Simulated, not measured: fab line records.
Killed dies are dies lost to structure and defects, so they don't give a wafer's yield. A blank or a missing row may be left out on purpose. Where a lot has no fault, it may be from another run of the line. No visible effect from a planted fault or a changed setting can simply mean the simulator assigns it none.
Matching of chambers + flow gf180mcu + 4 sister chambers for GF_STI_ETCH_14 on rieSi-01
The step etches Si in HBr/Cl2/O2, target depth 360 nm, time 102.9 s. 20 wafers are shown with their chamber, then 9 later ones without.

WAFERS WITH THEIR CHAMBER
| wafer  | chamber | drypumpMotorCurrentA (A) | oesProductAu (a.u.) | throttleValvePct (%) |
|--------|---------|--------------------------|---------------------|----------------------|
| L828.3 | 3       | 5.6                      | 0.993               | 25.670               |
| L828.4 | 1       | 5.8                      | 0.996               | 25.661               |
| L828.5 | 2       | 5.4                      | 1.002               | 25.657               |
| L829.1 | 3       | 5.6                      | 0.993               | 25.667               |
| L829.3 | 1       | 5.8                      | 0.992               | 25.646               |
| L829.6 | 2       | 5.4                      | 0.997               | 25.647               |
| L830.2 | 1       | 5.8                      | 0.992               | 25.672               |
| L830.3 | 3       | 5.5                      | 0.995               | 25.663               |
| L830.4 | 2       | 5.4                      | 0.999               | 25.650               |
| L832.1 | 2       | 5.4                      | 0.986               | 25.658               |
| L832.2 | 1       | 5.7                      | 0.999               | 25.671               |
| L832.6 | 1       | 5.7                      | 1.002               | 25.660               |
| L836.2 | 0       | 5.2                      | 1.007               | 25.650               |
| L836.6 | 2       | 5.4                      | 1.000               | 25.670               |
| L838.2 | 0       | 5.2                      | 1.019               | 25.637               |
| L838.4 | 2       | 5.4                      | 1.017               | 25.638               |
| L838.6 | 0       | 5.2                      | 1.011               | 25.656               |
| L846.3 | 2       | 5.4                      | 1.001               | 25.656               |
| L846.4 | 3       | 5.5                      | 0.996               | 25.658               |
| L846.6 | 2       | 5.4                      | 0.998               | 25.667               |

SIGNATURES, as means of the wafers listed above
| reading              | chamber 0 | chamber 1 | chamber 2 | chamber 3 | scatter within a chamber |
|----------------------|-----------|-----------|-----------|-----------|--------------------------|
| drypumpMotorCurrentA | 5.200     | 5.760     | 5.400     | 5.550     | 0.0371                   |
| oesProductAu         | 1.01233   | 0.99620   | 1.00000   | 0.99425   | 0.00643                  |
| throttleValvePct     | 25.64767  | 25.66200  | 25.65537  | 25.66450  | 0.00959                  |
Rule: for each reading, subtract the chamber's mean from the wafer's reading, divide by that reading's scatter and square the result; add these up over the readings and take the root, which gives the wafer's distance from the chamber. If the next closest chamber is less than 2 further off than the closest, the wafer can't be placed; otherwise it belongs to the closest. How the scatter is found: for the shown wafers, subtract from each reading the mean of its chamber, square and add these, divide the total by (wafers less chambers), then take the root.

WAFERS WITHOUT THEIR CHAMBER
| wafer  | drypumpMotorCurrentA (A) | oesProductAu (a.u.) | throttleValvePct (%) |
|--------|--------------------------|---------------------|----------------------|
| L849.1 | 5.6                      | 1.003               | 25.665               |
| L849.3 | 5.4                      | 1.009               | 25.638               |
| L849.5 | 5.2                      | 0.991               | 25.657               |
| L850.1 | 5.2                      | 0.999               | 25.667               |
| L850.2 | 5.6                      | 0.993               | 25.657               |
| L850.6 | 5.4                      | 1.006               | 25.668               |
| L851.3 | 5.4                      | 1.004               | 25.674               |
| L851.4 | 5.6                      | 0.991               | 25.660               |
| L851.5 | 5.1                      | 0.995               | 25.656               |

CHAMBER TAKEN BY EACH
| wafer  | from the rows above | in truth |
|--------|---------------------|----------|
| L849.1 | 3                   | 3        |
| L849.3 | 2                   | 2        |
| L849.5 | 0                   | 0        |
| L850.1 | 0                   | 0        |
| L850.2 | 3                   | 3        |
| L850.6 | 2                   | 2        |
| L851.3 | 2                   | 2        |
| L851.4 | 3                   | 3        |
| L851.5 | 0                   | 0        |
Correct placement for 9 of the 9. Not placeable from these rows: 0. Placed wrongly: 0.
